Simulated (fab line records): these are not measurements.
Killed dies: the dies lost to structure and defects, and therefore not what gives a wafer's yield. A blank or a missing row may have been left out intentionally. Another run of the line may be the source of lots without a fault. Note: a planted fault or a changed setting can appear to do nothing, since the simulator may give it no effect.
A single fault, viewed from 2 desks ; flow sfqLine ; only its own numbers are on each desk; what lay behind them is given at the end

DESK OF THE TOOL OWNER: pecvd-02
The tool's own readings at SFQ_TRILAYER_A5C_DEP_PECVD_142 (deposits SiO2 from SiH4/N2O, time 15.556 s, target thk 70 nm): means of the sampled wafers that have a number, for each lot that ran on this tool. Marked OUT: a lot whose mean sits more than 4 standard deviations from the usual mean, which makes it out of limits; the brackets give that distance.
Columns: A = heaterPowerW at SFQ_TRILAYER_A5C_DEP_PECVD_142, usual 87 W; B = throttleValvePct at SFQ_TRILAYER_A5C_DEP_PECVD_142, usual 24.2 %
lot;first seen here;A;B
L558;day 59 03:24;82;23.7
L560;day 59 09:23;68;23.6
L564;day 60 14:31;83;23.8
L570;day 63 20:26;93;24.0
L575;day 64 15:28;85;24.0
L577;day 65 00:52;89;24.1
Result from this desk: across the 6 lots, nothing is out of limits.

THE METROLOGY DESK
Means of the sampled wafers that have a number, per lot and without regard to the tool the lot ran on: this is what the gauges read. Marked OUT: a lot whose mean sits more than 4 standard deviations from the usual mean, which makes it out of limits; the brackets give that distance.
Columns: A = C5_OVL at SFQ_C5_OVL_MEAS_937, usual -3 nm; B = M6_OVL at SFQ_M6_OVL_MEAS_940, usual 5 nm
lot;first seen here;A;B
L555;day 66 20:57;-9;8
L557;day 69 21:51;0;7
L558;day 70 01:28;1;5
L560;day 70 07:35;-6;5
L561;day 70 10:06;-3;-4
L564;day 71 03:34;-3;4
L569;day 72 07:55;-5;5
L570;day 72 18:51;2;1
L571;day 73 03:21;-10;6
L573;day 73 09:22;-2;8
L574;day 73 11:47;-14;2
L575;day 73 16:33;-0;6
L577;day 74 02:16;-0;5
Result from this desk: across the 13 lots, nothing is out of limits.

PUT TOGETHER
Nothing out of limits was seen by the tool owner's desk.
At the metrology desk, nothing out of limits was observed.

WHAT WAS PUT IN BY THE SIMULATOR
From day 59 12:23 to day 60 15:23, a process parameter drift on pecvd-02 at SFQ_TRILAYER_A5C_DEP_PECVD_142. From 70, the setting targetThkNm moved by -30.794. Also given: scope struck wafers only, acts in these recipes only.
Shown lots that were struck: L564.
